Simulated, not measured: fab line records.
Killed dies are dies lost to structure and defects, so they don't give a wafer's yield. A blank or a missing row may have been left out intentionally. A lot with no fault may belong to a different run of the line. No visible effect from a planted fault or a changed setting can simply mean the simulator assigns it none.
Comparing a struck lot with a sound one -- flow sky130 -- 15 steps out of a route of 708
Sound: wafers L692.1, L692.3, L692.4. Struck: wafers L703.3, L703.5, L703.6. Last of all comes the cause.
For every step that has rows: the tool of each side, followed by ch and its chambers, followed by its first start. Under that, the readings that differ: sound wafers -- struck wafers -- difference of the means -- sigmas: that difference in standard deviations of wafers without a fault.
alike: same words and numbers on both sides, and readings whose means sit less than 2 such deviations apart. not compared: any withheld reading, any reading some wafer has no value for, any bound like >300 that may hide the same value, and any number with overlapping values for which the record gives no deviation.
The two part at a step that has a row with sigmas, a row that says differs or no value, or rows on one side only. Non-overlapping numbers with no deviation appear without sigmas and do not part them. A reading that every wafer of one side lacks parts them only if that side has two wafers or more.

SKY_METAL2_THK_MEAS_06: measures by xrf.
  sound: filmMetro-04 at day 33 14:32; struck: filmMetro-04 at day 37 17:07
  alike: METAL2_ALCU_THK
then, 8 steps without rows for these wafers: SKY_METAL2_DEHYDRATE_07 (time 60 s); SKY_METAL2_HMDS_08 (prime time 60 s); SKY_METAL2_COAT_09 (resist thk 60 nm); SKY_METAL2_COAT_10 (resist thk 450 nm); SKY_METAL2_SOFTBAKE_11 (time 90 s); SKY_METAL2_EXPOSE_12 (exposes mask MM2, target cd 140 nm); SKY_METAL2_PEB_13; SKY_METAL2_DEVELOP_14 (develop time 60 s).
SKY_METAL2_CD_MEAS_15: target cd 140 nm.
  sound: cdSem-01 at day 34 16:48; struck: cdSem-02 at day 38 18:17
reading,sound,struck,difference,sigmas
cdNm (nm),143.2 143.9 142.0,138.3 140.3 138.6,-4.0,-2
SKY_METAL2_OVL_MEAS_16:
  sound: overlay-02 at day 34 16:55; struck: overlay-01 at day 38 18:22
  alike: METAL2_OVL
SKY_METAL2_DESCUM_17: chemistry O2, time 8 s.
  sound on rieMetal-01 ch 0,1, day 34 16:57; struck on rieMetal-01 ch 0,1, day 38 18:25
  alike: drypumpMotorCurrentA, oesProductAu
  not compared: rfHoursCounterH
SKY_METAL2_ETCH_18: etches BARC in N2/H2, stops on SiO2, time 45.9 s, target depth 60 nm.
  sound on rieMetal-01 ch 0,1, day 34 16:59; struck on rieMetal-01 ch 0,1, day 38 18:27
reading,sound,struck,difference,sigmas
rfFwdPowerW (W),496.5 498.7 497.6,416.0 416.5 416.3,-81.3,-51
model.KrF-thick_of_METAL2_COAT_10.thkNm (nm),393.6 391.6 392.7,399.3 400.3 400,+7.2,
  alike: drypumpMotorCurrentA, oesProductAu, throttleValvePct
  not compared: rfHoursCounterH
SKY_METAL2_METAL_ETCH_19: etches the open film in Cl2/BCl3, stops on SiO2, target depth 360 nm, time 78 s.
  sound on rieMetal-01 ch 0,1, day 34 17:03; struck on rieMetal-01 ch 0,1, day 38 18:31
  alike: drypumpMotorCurrentA, oesProductAu, rfFwdPowerW, throttleValvePct
  not compared: rfHoursCounterH
after that, 1 step had no rows for these wafers: SKY_PAD_OPEN_PROBE_99.

WHERE THEY PART
At SKY_METAL2_CD_MEAS_15 first; at SKY_METAL2_ETCH_18 last (within this record only). Later steps at which nothing parts them and some readings are alike: SKY_METAL2_METAL_ETCH_19.

WHY: the cause the simulator had injected
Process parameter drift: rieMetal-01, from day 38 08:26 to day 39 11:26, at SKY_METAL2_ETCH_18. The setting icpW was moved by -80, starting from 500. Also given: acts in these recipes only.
